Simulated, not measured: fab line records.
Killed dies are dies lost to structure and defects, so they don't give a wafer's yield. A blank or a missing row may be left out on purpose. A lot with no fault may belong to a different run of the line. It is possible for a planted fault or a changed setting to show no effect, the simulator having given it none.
A single fault, viewed from 2 desks ; flow sky130 ; only its own numbers are on each desk; what lay behind them is given at the end

== DESK OF THE TOOL OWNER: litho_track-03 ==
The tool's own readings at SKY_CONTACT_COAT_08 (resist thk 60 nm): means of the sampled wafers that have a number, for each lot that ran on this tool. The brackets show how far a lot's mean lies from the usual mean; more than 4 standard deviations puts the lot out of limits, marked OUT.
Columns: A = spin_speed_rpm at SKY_CONTACT_COAT_08, usual 3000.1 rpm
lot;first seen here;A
L807;day 34 13:22;2998.4
L817;day 37 09:23;2895.2 (-58) OUT
L818;day 37 20:29;2892.1 (-60) OUT
Finding of this desk: L817, L818 out of limits; the first was L817 at day 37 09:23, on spin_speed_rpm at SKY_CONTACT_COAT_08. In limits: L807.

== FROM THE METROLOGY DESK ==
Means of the sampled wafers that have a number, per lot and without regard to the tool the lot ran on: this is what the gauges read. The brackets show how far a lot's mean lies from the usual mean; more than 4 standard deviations puts the lot out of limits, marked OUT.
Columns: A = CONTACT_CVD_00_THK at SKY_CONTACT_THK_MEAS_01, usual 75.0 nm; B = CONTACT_HDPCVD_THK at SKY_CONTACT_THK_MEAS_03, usual 564 nm; C = CONTACT_BOW at SKY_CONTACT_BOW_MEAS_05, usual 83 um; D = cd_nm at SKY_CONTACT_CD_MEAS_14, usual 169.7 nm; E = CONTACT_OVL at SKY_CONTACT_OVL_MEAS_15, usual 4 nm
lot;first seen here;A;B;C;D;E
L805;day 33 04:12;75.4;563;79;171.8;-3
L807;day 34 00:09;74.7;562;84;169.1;6
L809;day 34 02:45;74.4;562;86;171.1;4
L817;day 36 19:45;74.7;559;80;171.4;-1
L818;day 37 08:26;75.5;567;79;170.1;12
L819;day 37 11:02;74.5;563;77;168.3;10
This desk's verdict: no lot among the 6 shows anything out of limits.

== ALL TOGETHER ==
An alarm could have come from the tool owner's desk at day 37 09:23, on L817, L818.
Metrology desk: nothing out of limits seen.
The metrology desk has L817, L818 on record, within its limits.
SKY_CONTACT_COAT_08 was run on litho_track-03 by each of the lots named.

== WHAT THE SIMULATOR PUT IN ==
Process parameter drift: litho_track-03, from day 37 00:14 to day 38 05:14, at SKY_CONTACT_COAT_08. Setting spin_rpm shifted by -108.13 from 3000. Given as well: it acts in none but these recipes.
Struck lots among those shown: L817, L818.
How many hours passed from the start of the fault until each desk's first out-of-limits reading: the tool owner's desk, 9.
